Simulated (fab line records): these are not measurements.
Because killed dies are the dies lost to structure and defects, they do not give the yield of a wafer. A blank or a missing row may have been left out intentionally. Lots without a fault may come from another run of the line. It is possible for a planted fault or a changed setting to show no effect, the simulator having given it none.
fab line records    flow gf180mcu
record lots=6  wafers=18  last-day=33
route steps=602 shown POLY_GATE@170 HV_LDD@176
lots with no fault: from the same line, run without faults
start-h: hours from the record's first day to the start of the lot's first wafer shown    wait-h: how many hours have passed since the lot's step before this one    " unchanged from the row above    L1.1+2: several wafers, shown together as one row    - no value, or no start was given    * or withheld: withheld    < > ~ a bound
route shown NAME@n: NAME is a module with steps in the file, n the number in the route of the first one    usual: the fault-free wafers' mean and standard deviation    same: alike in all rows    chamber/n: place in a boat    sites: each site's reading    _std_site: standard deviation across them    _edge_site: mean of outer sites minus mean of inner sites    radius-mm: how far each site lies from the wafer's centre    mask NAME#n: copy n    behind: the last tool/chamber to shape the wafer    hold: why the lot went on hold/how many hours it stayed there/how the hold came to an end    device: which transistor (n, p or np) failed to switch    end of line: the same wafers' tests at the end of the route    for a step that has no rows: nothing shown but its recipe    killed: dies that structure and defects cost at the first sort, which is not the same as the wafer's yield    map: the dies of a wafer, with x for killed, . for not killed, _ for no die there
set.NAME: the setting as run; set.NAME@STEP: as run at that earlier step    model.NAME: the simulator's own value behind a step, which no gauge read
a table for each step, a row for each wafer; lots at some steps of the route
services: from which hour (start-h, from the record's first day; less than 0 if before it) a tool's chamber was out of use, for how many hours, and why
## steps
# step GF_POLY_GATE_ETCH_13
# recipe target=poly-Si  target-depth-nm=198.5  stop-on=SiO2  over-etch-frac=0.403  chemistry=HBr/Cl2  icp-w=400  bias-w=100  pressure-mtorr=10  HBr_flow_sccm=150  Cl2_flow_sccm=50  time-s=69.6
# usual drypump-motor-current-A=5.7/0.4  oes-product-au=1.001/0.017  throttle-valve-pct=33.684/0.0088
lot.wafer  tool       chamber  start-h  wait-h  drypump-motor-current-A  oes-product-au  rf-hours-counter-h  throttle-valve-pct
L888.1     rie-si-01  2        237.23   -       5.6                      0.989           95                  33.685
L888.3     "          3        "        "       5.0                      1.000           16                  33.682
L888.6     "          0        "        "       5.3                      1.000           -                   33.699
L889.1     rie-si-01  1        246.50   -       6.3                      1.002           15                  33.687
L889.2     "          2        "        "       5.6                      0.989           95                  33.682
L889.6     "          1        "        "       6.3                      0.992           -                   33.693
L896.1     rie-si-01  3        300.91   -       5.0                      1.001           16                  33.677
L896.4     "          1        "        "       6.3                      0.992           15                  33.679
L896.5     "          0        "        "       5.2                      1.000           -                   33.677
L897.1     rie-si-02  3        311.08   -       5.3                      0.997           3                   33.690
L897.4     "          2        "        "       5.8                      1.005           -                   33.689
L897.5     "          3        "        "       5.3                      1.007           -                   33.680
L899.1     rie-si-02  0        323.01   -       5.8                      0.962           0                   33.676
L899.3     "          2        "        "       5.8                      0.982           2                   33.688
L899.4     "          1        "        "       6.2                      1.015           -                   33.675
L901.2     rie-si-01  3        336.43   -       5.0                      1.022           17                  33.674
L901.4     "          0        "        "       5.2                      1.014           -                   33.680
L901.6     "          3        "        "       5.0                      1.010           -                   33.675
# step GF_POLY_GATE_STRIP_14
# recipe chemistry=O2/N2  power-w=1400  pressure-mtorr=1500  platen-temp-c=250  o2-flow-sccm=3000  n2-flow-sccm=300  overash-fraction=0.5
# usual drypump-motor-current-A=6.00/0.27  heater-power-w=319/20  oes-product-au=0.505/0.0047
lot.wafer  tool             chamber  start-h  wait-h  drypump-motor-current-A  heater-power-w  oes-product-au  rf-hours-counter-h
L888.1     plasma-asher-04  0        237.29   0.0     6.39                     312             0.511           9
L888.3     "                1        "        "       5.47                     317             0.503           -
L888.6     "                1        "        "       5.45                     314             0.507           -
L889.1     plasma-asher-01  1        246.56   0.0     6.15                     325             0.504           44
L889.2     "                0        "        "       6.02                     318             0.496           44
L889.6     "                1        "        "       6.17                     331             0.502           -
L896.1     plasma-asher-01  1        300.96   0.0     6.14                     322             0.494           50
L896.4     "                1        "        "       6.14                     330             0.504           -
L896.5     "                0        "        "       5.97                     318             0.507           -
L897.1     plasma-asher-01  1        311.16   0.1     6.15                     319             0.497           51
L897.4     "                0        "        "       6.01                     327             0.505           -
L897.5     "                0        "        "       5.97                     316             0.500           -
L899.1     plasma-asher-04  0        323.06   0.0     6.39                     316             0.513           18
L899.3     "                1        "        "       5.46                     313             0.507           -
L899.4     "                0        "        "       6.40                     307             0.503           -
L901.2     plasma-asher-04  0        336.48   0.0     6.40                     309             0.507           19
L901.4     "                1        "        "       5.46                     316             0.513           -
L901.6     "                1        "        "       5.47                     322             0.509           -
# step GF_POLY_GATE_CLEAN_15
# recipe chemistry=SC1/SC2  mix=1:4:20  temp-c=70  time-s=150  dry=n2-spin
# step GF_POLY_GATE_OXIDATION_16
# recipe temp-c=850  ambient=O2  stabilise-s=600  purge-s=300  target-thk-a=40  ox-time-s=899
# step GF_POLY_GATE_THK_MEAS_17
# recipe reads=SiO2_of_POLY_GATE_OXIDATION_16
# usual POLY_GATE_OXIDATION_THK=4.02/0.073
lot.wafer  tool           chamber  start-h  wait-h  POLY_GATE_OXIDATION_THK[nm]
L888.1     film-metro-02  -        239.39   0.0     4.01
L888.3     "              -        "        "       4.01
L888.6     "              -        "        "       3.97
L889.1     film-metro-03  -        247.96   0.0     4.08
L889.2     "              -        "        "       4.07
L889.6     "              -        "        "       4.13
L896.1     film-metro-01  -        302.73   0.0     3.98
L896.4     "              -        "        "       3.98
L896.5     "              -        "        "       4.03
L897.1     film-metro-01  -        313.66   0.0     3.96
L897.4     "              -        "        "       3.92
L897.5     "              -        "        "       3.96
L899.1     film-metro-01  -        324.51   0.0     4.09
L899.3     "              -        "        "       4.07
L899.4     "              -        "        "       4.03
L901.2     film-metro-03  -        339.27   0.0     4.06
L901.4     "              -        "        "       4.09
L901.6     "              -        "        "       4.09
# step GF_POLY_GATE_CD_MEAS_18
# usual cd-nm=279.9/2.2
lot.wafer  tool       chamber  start-h  wait-h  cd-nm
L888.1     cd-sem-02  -        239.45   0.1     278.2
L888.3     "          -        "        "       277.8
L888.6     "          -        "        "       282.1
L889.1     cd-sem-01  -        248.02   0.1     278.1
L889.2     "          -        "        "       280.1
L889.6     "          -        "        "       277.4
L896.1     cd-sem-02  -        302.79   0.1     282.7
L896.4     "          -        "        "       283.7
L896.5     "          -        "        "       285.2
L897.1     cd-sem-02  -        313.72   0.1     280.5
L897.4     "          -        "        "       279.7
L897.5     "          -        "        "       278.7
L899.1     cd-sem-01  -        324.57   0.1     279.9
L899.3     "          -        "        "       279.3
L899.4     "          -        "        "       281.0
L901.2     cd-sem-02  -        339.45   0.2     280.2
L901.4     "          -        "        "       280.0
L901.6     "          -        "        "       281.2
# step GF_HV_LDD_DEHYDRATE_00
# recipe temp-c=200  time-s=60
# step GF_HV_LDD_HMDS_01
# recipe prime-time-s=60  prime-temp-c=120
# step GF_HV_LDD_COAT_02
# recipe resist=NOVOLAK  spin-rpm=3000  resist-thk-nm=1000
# step GF_HV_LDD_SOFTBAKE_03
# recipe temp-c=90  time-s=60  resist=NOVOLAK
# step GF_HV_LDD_EXPOSE_04
# recipe mask-id=Nplus_LV_AREA  target-cd-nm=400  na=0.6  source-shape=conventional  sigma-outer=0.6  dose-mj=140
# step GF_HV_LDD_PEB_05
# recipe temp-c=withheld  time-s=*  resist=NOVOLAK
# step GF_HV_LDD_DEVELOP_06
# recipe develop-time-s=60  dev-temp-c=23
# usual chill-plate-temp-C=23.00/0.11  develop-time-s=60/0
lot.wafer  tool            chamber  start-h  wait-h  chill-plate-temp-C  develop-time-s
L888.1     litho-track-01  0        257.97   0.1     22.94               60
L888.3     "               0        "        "       23.15               60
L888.6     "               0        "        "       22.94               60
L889.1     litho-track-02  0        266.65   0.1     22.91               60
L889.2     "               0        "        "       22.91               60
L889.6     "               0        "        "       22.84               60
L896.1     litho-track-04  -        322.85   0.1     -                   -
L896.4     "               -        "        "       -                   -
L896.5     "               -        "        "       -                   -
L897.1     litho-track-01  -        334.56   0.1     -                   -
L897.4     "               -        "        "       -                   -
L897.5     "               -        "        "       -                   -
L899.1     litho-track-04  0        346.29   0.1     23.02               60
L899.3     "               0        "        "       22.99               60
L899.4     "               0        "        "       22.87               60
L901.2     litho-track-04  0        361.32   0.1     23.08               60
L901.4     "               0        "        "       23.05               60
L901.6     "               0        "        "       23.05               60
# step GF_HV_LDD_CD_MEAS_07
# recipe target-cd-nm=400
# usual cd-nm=399.3/2.3
lot.wafer  tool       chamber  start-h  wait-h  cd-nm
L888.1     cd-sem-01  -        258.12   0.1     398.6
L888.3     "          -        "        "       397.9
L888.6     "          -        "        "       398.0
L889.1     cd-sem-02  -        266.80   0.1     400.8
L889.2     "          -        "        "       399.8
L889.6     "          -        "        "       399.3
L896.1     cd-sem-02  -        323.00   0.1     -
L896.4     "          -        "        "       -
L896.5     "          -        "        "       -
L897.1     cd-sem-02  -        334.71   0.1     -
L897.4     "          -        "        "       -
L897.5     "          -        "        "       -
L899.1     cd-sem-02  -        346.44   0.1     402.0
L899.3     "          -        "        "       401.0
L899.4     "          -        "        "       402.4
L901.2     cd-sem-01  -        361.46   0.1     396.1
L901.4     "          -        "        "       397.8
L901.6     "          -        "        "       396.7
## services
tool             chamber  start-h  hours  kind
plasma-asher-01  -        217.31   23.9   repair
plasma-asher-04  -        227.34   8.4    repair
plasma-asher-04  -        280.19   1.0    repair
rie-si-01        -        288.05   0.3    repair
rie-si-02        0        300.19   -      clean
rie-si-02        0        300.19   18.2   scheduled-down
rie-si-02        0        300.19   18.2   vent-cycle
rie-si-02        1        304.09   8.6    repair
plasma-asher-04  -        305.82   1.7    repair
plasma-asher-01  -        311.74   3.1    repair
rie-si-02        3        317.01   15.7   repair
rie-si-01        2        326.13   -      clean
rie-si-01        2        326.13   16.8   scheduled-down
rie-si-01        2        326.13   16.8   vent-cycle
## key
first-sign step=GF_HV_LDD_DEVELOP_06  reading=tool-record  direction=missing
effect none on later readings
met-at GF_HV_LDD_DEVELOP_06
struck-wafers L896.1,L896.4,L896.5,L897.1,L897.4,L897.5
later-rows-left-out L896.1,L896.4,L896.5,L897.1,L897.4,L897.5
sort-left-out L896.1,L896.4,L896.5,L897.1,L897.4,L897.5
tester-left-out L896,L897
onset-between 257.97 322.85
fault kind=skipped-step-whole  tool=litho-track-01,litho-track-04  chamber=-  onset-h=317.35  steps=GF_HV_LDD_DEVELOP_06  scope=struck-lots-only
# tester-left-out: of these lots the tester's yield and bins aren't shown, on N5 and GAA mostly nor the transistor test; their killed dies are dies lost to structure and defects alone, not to doping, threshold or leakage, so they don't give the yield
# sort-left-out: the simulated sort isn't trusted on such a fault, so these wafers' sort isn't shown, and their yield isn't known
# later-rows-left-out: the simulator's readings of these wafers behind a module that went badly wrong aren't trusted and aren't shown, but for the sort
